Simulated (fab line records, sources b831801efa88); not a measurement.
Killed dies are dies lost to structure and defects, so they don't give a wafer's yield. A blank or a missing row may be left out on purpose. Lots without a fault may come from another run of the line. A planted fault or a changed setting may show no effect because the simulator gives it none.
A struck lot beside a sound one | flow sky130 | 15 steps out of a route of 708
Sound: wafers L568.1, L568.5, L568.6. Struck: wafers L564.4, L564.5, L564.6. The cause comes at the end.
At each step with rows: each side's tool, then ch and its chambers, then its first start. Under that, the readings that differ: sound wafers | struck wafers | difference of the means | sigmas: that difference in standard deviations of wafers without a fault.
alike: readings whose means differ by less than 2 such deviations, and words and numbers that are the same on both sides. not compared: withheld readings, readings that some wafer has no value for, bounds like >300 that may hide the same value, and numbers for which the record gives no deviation and whose values overlap.
The two part at a step that has a row with sigmas, a row that says differs or no value, or rows on one side only. Numbers that don't overlap but have no deviation are shown without sigmas and don't part them. A reading that every wafer of one side lacks parts them only if that side has two wafers or more.

SKY_VIA1_STRIP_16: strips in O2/N2.
  sound on plasma_asher-04 ch 0,1, day 38 15:43; struck on plasma_asher-04 ch 0,1, day 37 14:05
  alike: drypump_motor_current_A, o2_flow_sccm, oes_product_au, strip_time_to_endpoint_s
  not compared: rf_hours_counter_h
then, 3 steps without rows for these wafers: SKY_VIA1_STRIP_17 (strips in post etch residue remover, time 1200 s); SKY_VIA1_CLEAN_18 (cleans in IPA, time 180 s); SKY_VIA1_CLEAN_19 (cleans in O3/DIW).
SKY_VIA1_SPUTTER_20: material TiN, target thk 20 nm, time 80 s.
  sound on pvd_sputter-04, day 38 16:18; struck on pvd_sputter-03, day 37 14:39
  alike: throttle_valve_pct
then, 1 step without rows for these wafers: SKY_VIA1_CVD_21 (deposits W, target thk 270 nm, time 80.902 s).
SKY_VIA1_RS_MEAS_22: measures by four-point-probe.
  sound on film_metro-04, day 38 16:27; struck on film_metro-03, day 37 14:58
  alike: VIA1_W_RS
SKY_VIA1_THK_MEAS_23: measures by xrf.
  sound on film_metro-04, day 38 16:34; struck on film_metro-03, day 37 15:03
  alike: VIA1_W_THK
then, 1 step without rows for these wafers: SKY_VIA1_CMP_24 (polishes, stops on SiO2, t overpolish 15 s, target thk 0 nm).
SKY_METAL2_SPUTTER_00: material Ti, target thk 15 nm, time 10 s.
  sound on pvd_sputter-01, day 38 16:56; struck on pvd_sputter-04, day 37 15:23
  alike: throttle_valve_pct
SKY_METAL2_SPUTTER_01: material TiN, target thk 20 nm, time 16.7 s.
  sound on pvd_sputter-01, day 38 16:58; struck on pvd_sputter-04, day 37 15:24
  alike: throttle_valve_pct
then, 1 step without rows for these wafers: SKY_METAL2_SPUTTER_02 (material AlCu, target thk 250 nm, time 13.3 s).
SKY_METAL2_SPUTTER_03: material Ti, target thk 5 nm, time 3.3 s.
  sound on pvd_sputter-01, day 38 17:01; struck on pvd_sputter-04, day 37 15:27
  reading                                   | sound             | struck            | difference | sigmas
  model.Ti_of_METAL2_SPUTTER_03.thk_nm (nm) | 5.239 5.073 5.002 | 4.715 4.588 4.745 | -0.422     |
  alike: throttle_valve_pct
SKY_METAL2_SPUTTER_04: material TiN, target thk 70 nm, time 58.3 s.
  sound on pvd_sputter-01, day 38 17:02; struck on pvd_sputter-04, day 37 15:28
  alike: throttle_valve_pct
-- the record jumps here: 11 days lie between the struck wafers' starts before and after (it left off in module METAL2 and takes up again in module PAD_OPEN, whose first step shown is number 708 of the route) --
SKY_PAD_OPEN_PROBE_99:
  sound on prober-01, day 49 08:30; struck on prober-01, day 48 15:47
  alike: defect_limited_yield, killed_at_M0_to_M3, killed_at_M4_up, killed_at_contacts, killed_at_front_end, killed_at_other, killed_dies, killed_open, killed_short, sort_bin_3_pad_short, sort_bin_5_function, sort_bin_6_memory, sort_n_pass, sort_yield_pct

WHERE THEY PART
Nowhere in this record.

WHY: what the simulator had put in
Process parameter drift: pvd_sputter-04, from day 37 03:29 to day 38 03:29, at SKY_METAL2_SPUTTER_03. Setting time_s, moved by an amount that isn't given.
